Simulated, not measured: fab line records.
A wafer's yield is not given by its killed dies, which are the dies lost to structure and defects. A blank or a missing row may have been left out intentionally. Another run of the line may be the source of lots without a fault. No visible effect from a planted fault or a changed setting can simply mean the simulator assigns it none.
Which of the tools did it? -- flow gf180mcu -- Sampling: 24 lots, 72 wafers, 5 of 602 route steps

WHAT EACH GAUGE READ, for each wafer
GF_STI_THK_MEAS_04.
lot,measured,on,STI_CVD_03_THK (nm)
L074,day 1 13:34,film-metro-01,208.1 207.2 206.6
L075,day 1 18:34,film-metro-03,202.5 205.9 204.7
L076,day 1 23:48,film-metro-03,204.2 207.1 206.2
L077,day 2 05:52,film-metro-03,206.7 206.1 206.1
L078,day 2 09:34,film-metro-01,207.0 206.0 204.2
L079,day 2 15:31,film-metro-03,208.0 207.5 206.6
L080,day 2 19:35,film-metro-02,207.1 208.0 207.2
L081,day 3 00:34,film-metro-03,208.7 209.8 209.7
L082,day 3 05:47,film-metro-02,208.6 207.5 209.3
L083,day 3 10:34,film-metro-02,208.8 209.5 209.0
L084,day 3 15:35,film-metro-01,206.9 205.4 205.9
L085,day 3 21:13,film-metro-02,209.1 208.3 207.4
L086,day 4 02:38,film-metro-03,205.6 205.8 206.1
L087,day 4 07:52,film-metro-02,207.7 209.9 207.9
L088,day 4 11:35,film-metro-02,206.3 205.4 204.1
L089,day 4 16:35,film-metro-03,206.7 208.2 206.7
L090,day 4 21:35,film-metro-01,201.5 202.9 201.6
L091,day 5 02:34,film-metro-01,205.2 206.8 206.9
L092,day 5 08:35,film-metro-01,206.2 206.5 207.3
L093,day 5 12:34,film-metro-01,202.7 203.0 202.5
L094,day 5 17:35,film-metro-01,201.8 201.1 202.6
L095,day 5 22:34,film-metro-01,207.4 208.6 204.3
L096,day 6 04:23,film-metro-01,203.3 205.8 204.2
L097,day 6 08:34,film-metro-01,203.9 204.5 202.4

GF_PSD_OVL_MEAS_08.
lot,measured,on,PSD_OVL (nm)
L074,day 14 05:08,overlay-01,0.6 -0.9 -1.2
L075,day 14 10:01,overlay-01,-0.7 1.0 2.1
L076,day 14 23:29,overlay-01,0.8 0.5 0.6
L077,day 15 04:43,overlay-01,0.9 -0.7 -1.5
L078,day 15 10:44,overlay-01,1.0 -1.1 -0.3
L079,day 15 23:55,overlay-02,-0.3 0.0 0.5
L080,day 16 03:55,overlay-02,2.7 1.6 1.1
L081,day 16 15:14,overlay-01,-0.9 0.2 2.5
L082,day 16 23:32,overlay-01,2.1 1.4 1.6
L083,day 17 12:45,overlay-01,-1.0 -0.9 -0.7
L084,day 17 20:07,overlay-02,2.3 1.6 1.3
L085,day 18 04:47,overlay-02,2.1 0.5 1.8
L086,day 18 12:47,overlay-02,1.2 0.1 0.8
L087,day 18 20:58,overlay-01,0.8 1.7 1.4
L088,day 19 04:29,overlay-01,3.6 0.7 2.8
L089,day 19 09:57,overlay-01,0.7 1.4 1.2
L090,day 19 23:18,overlay-01,-0.7 1.6 1.8
L091,day 20 07:05,overlay-02,1.2 0.8 0.5
L092,day 20 16:06,overlay-01,0.0 -0.8 -0.5
L093,day 20 23:00,overlay-01,0.1 0.3 -0.4
L094,day 21 11:01,overlay-02,1.4 0.8 0.9
L095,day 21 13:30,overlay-01,0.9 2.5 1.6
L096,day 21 20:23,overlay-02,2.2 0.3 0.5
L097,day 22 09:15,overlay-02,2.3 2.0 1.7

GF_V1_CD_MEAS_14 targets a cd of 260 nm.
lot,measured,on,cd-nm (nm)
L074,day 18 02:45,cd-sem-02,259.4 258.2 258.2
L075,day 18 07:56,cd-sem-02,259.5 259.0 258.4
L076,day 18 22:56,cd-sem-02,262.2 262.0 261.2
L077,day 19 05:28,cd-sem-02,260.7 262.1 260.8
L078,day 19 11:35,cd-sem-02,262.3 260.8 260.1
L079,day 20 02:35,cd-sem-02,260.0 260.3 259.9
L080,day 20 06:26,cd-sem-02,258.4 259.1 258.6
L081,day 20 17:35,cd-sem-02,259.0 258.8 258.9
L082,day 21 04:07,cd-sem-02,259.0 261.3 260.3
L083,day 21 17:59,cd-sem-02,258.6 258.9 259.0
L084,day 21 23:34,cd-sem-02,258.7 260.2 259.0
L085,day 22 12:38,cd-sem-01,261.5 261.8 261.1
L086,day 22 18:38,cd-sem-01,259.6 259.1 259.6
L087,day 22 23:04,cd-sem-02,257.2 258.5 258.1
L088,day 23 11:41,cd-sem-01,260.6 261.4 261.7
L089,day 23 14:52,cd-sem-01,259.7 260.8 260.4
L090,day 23 23:43,cd-sem-01,258.9 260.1 259.1
L091,day 24 12:32,cd-sem-01,262.3 261.5 263.0
L092,day 24 17:22,cd-sem-02,260.8 261.6 261.0
L093,day 24 21:19,cd-sem-02,258.4 260.8 259.4
L094,day 25 09:30,cd-sem-02,258.8 258.1 258.6
L095,day 25 13:47,cd-sem-02,260.6 262.1 260.6
L096,day 25 19:39,cd-sem-02,256.3 255.8 257.5
L097,day 26 05:29,cd-sem-02,259.4 259.9 258.5

WHAT TOOL EACH LOT RAN ON (gives the tool, then ch and the chambers of the sampled wafers, and finally the start)
lot,GF_VT_IMPLANT_STRIP_42,GF_CONTACT_CMP_04
L074,"plasma-asher-01 ch 1, day 7 11:49","cmp-02 ch 0,3, day 15 03:58"
L075,"plasma-asher-03 ch 0,1, day 7 18:40","cmp-01 ch 0,1,3, day 15 09:01"
L076,"plasma-asher-03 ch 0,1, day 8 01:28","cmp-02 ch 0,2,3, day 15 22:23"
L077,"plasma-asher-03 ch 0,1, day 8 08:40","cmp-02 ch 2,3, day 16 04:23"
L078,"plasma-asher-03 ch 0, day 8 13:01","cmp-01 ch 0,2,3, day 16 10:06"
L079,"plasma-asher-03 ch 0,1, day 8 22:15","cmp-02 ch 0,3, day 17 00:05"
L080,"plasma-asher-01 ch 0,1, day 9 02:53","cmp-01 ch 0,1,3, day 17 03:25"
L081,"plasma-asher-01 ch 0,1, day 9 10:55","cmp-02 ch 0,2, day 17 15:13"
L082,"plasma-asher-01 ch 0,1, day 9 17:04","cmp-02 ch 0,2, day 18 00:44"
L083,"plasma-asher-04 ch 0, day 10 04:01","cmp-02 ch 0,2,3, day 18 14:25"
L084,"plasma-asher-04 ch 0,1, day 10 08:33","cmp-01 ch 0,2,3, day 18 22:08"
L085,"plasma-asher-01 ch 0,1, day 10 17:25","cmp-02 ch 2,3, day 19 06:54"
L086,"plasma-asher-03 ch 0,1, day 10 21:22","cmp-01 ch 0,2,3, day 19 15:56"
L087,"plasma-asher-03 ch 0,1, day 11 04:01","cmp-01 ch 0,3, day 19 22:49"
L088,"plasma-asher-03 ch 0,1, day 11 12:49","cmp-02 ch 0,1, day 20 06:35"
L089,"plasma-asher-04 ch 0,1, day 11 17:54","cmp-02 ch 1,2, day 20 11:58"
L090,"plasma-asher-03 ch 0,1, day 12 00:17","cmp-02 ch 2,3, day 21 01:10"
L091,"plasma-asher-03 ch 0,1, day 12 07:28","cmp-02 ch 2,3, day 21 12:53"
L092,"plasma-asher-04 ch 0,1, day 12 17:51","cmp-02 ch 0,2,3, day 21 17:52"
L093,"plasma-asher-03 ch 0,1, day 12 21:49","cmp-01 ch 0,1,2, day 21 22:22"
L094,"plasma-asher-01 ch 0,1, day 13 04:59","cmp-01 ch 1,2, day 22 11:14"
L095,"plasma-asher-01 ch 0,1, day 13 09:04","cmp-01 ch 0,3, day 22 14:38"
L096,"plasma-asher-01 ch 0,1, day 13 18:26","cmp-01 ch 0,1,2, day 22 21:37"
L097,"plasma-asher-04 ch 0,1, day 13 23:18","cmp-01 ch 1,2, day 23 10:12"
- GF_VT_IMPLANT_STRIP_42: strips in O2/N2.
- GF_CONTACT_CMP_04: polishes SiO2.

WHAT THE TOOLS THEMSELVES READ (means of the sampled wafers that have a number; where no wafer has one, the mark that the record gives instead)
GF_VT_IMPLANT_STRIP_42.
lot,tool,drypump-motor-current-A (A),heater-power-w (W),o2-flow-sccm (sccm),oes-product-au (a.u.),strip-time-to-endpoint-s (s)
L074,plasma-asher-01,5.2,380,3012,0.718,12.62
L075,plasma-asher-03,6.4,360,3004,0.721,12.64
L076,plasma-asher-03,6.4,358,3003,0.719,12.63
L077,plasma-asher-03,6.6,368,3003,0.711,12.60
L078,plasma-asher-03,6.3,352,2994,0.712,12.68
L079,plasma-asher-03,6.4,363,3001,0.718,12.61
L080,plasma-asher-01,5.3,358,3001,0.714,12.63
L081,plasma-asher-01,5.3,356,2998,0.719,12.68
L082,plasma-asher-01,5.3,359,3003,0.720,12.71
L083,plasma-asher-04,6.0,364,3008,0.714,12.70
L084,plasma-asher-04,5.8,342,3001,0.715,12.68
L085,plasma-asher-01,5.3,357,3005,0.716,12.65
L086,plasma-asher-03,6.4,355,2999,0.717,12.68
L087,plasma-asher-03,6.4,357,3002,0.719,12.60
L088,plasma-asher-03,6.6,370,2995,0.714,12.63
L089,plasma-asher-04,5.5,324,3006,0.714,12.66
L090,plasma-asher-03,6.4,358,3002,0.717,12.70
L091,plasma-asher-03,6.5,369,3009,0.711,12.67
L092,plasma-asher-04,5.8,335,3006,0.718,12.68
L093,plasma-asher-03,6.6,365,3002,0.720,12.65
L094,plasma-asher-01,5.3,361,2993,0.721,12.62
L095,plasma-asher-01,5.3,357,2993,0.712,12.65
L096,plasma-asher-01,5.3,362,2996,0.711,12.59
L097,plasma-asher-04,5.8,348,2998,0.719,12.62

GF_CONTACT_CMP_04.
lot,tool,motor-current-A (A),time-to-endpoint-s (s)
L074,cmp-02,12.3,115
L075,cmp-01,11.8,110
L076,cmp-02,11.8,115
L077,cmp-02,11.7,112
L078,cmp-01,13.0,115
L079,cmp-02,13.2,112
L080,cmp-01,12.0,112
L081,cmp-02,11.8,127
L082,cmp-02,12.0,112
L083,cmp-02,12.2,111
L084,cmp-01,12.2,117
L085,cmp-02,11.4,113
L086,cmp-01,12.2,120
L087,cmp-01,13.0,116
L088,cmp-02,13.1,109
L089,cmp-02,11.6,116
L090,cmp-02,11.3,125
L091,cmp-02,11.6,109
L092,cmp-02,12.5,123
L093,cmp-01,11.6,113
L094,cmp-01,11.8,120
L095,cmp-01,12.5,118
L096,cmp-01,11.8,120
L097,cmp-01,11.7,112

THE ANSWER, worked out from the rows above alone
Rule: the lots themselves supply what counts as usual. The widest of any qualifying gaps counts: lots, ordered by their means at a reading, are off when they make up no more than a third of the lots, leave a main group of 4 or more, and stand apart from it by 3 or more times the standard deviation of that group's means. A main group is skipped when, at the precision printed for the reading in the tables above, its means are all equal. Also off: a lot with no number at a reading for which 4 or more lots have one. Where the step has rows for the other lots, those lots are counted as sound. The gauges are gone through in route order, then the tools' own readings, and for those a lot's mean is taken as printed above. At the first step where some lot is off, the reading lying furthest off is the one used; lots without a number count as furthest.
No lot is off on any of the readings shown, so nothing can be concluded from this.

WHAT HAD BEEN PUT IN BY THE SIMULATOR
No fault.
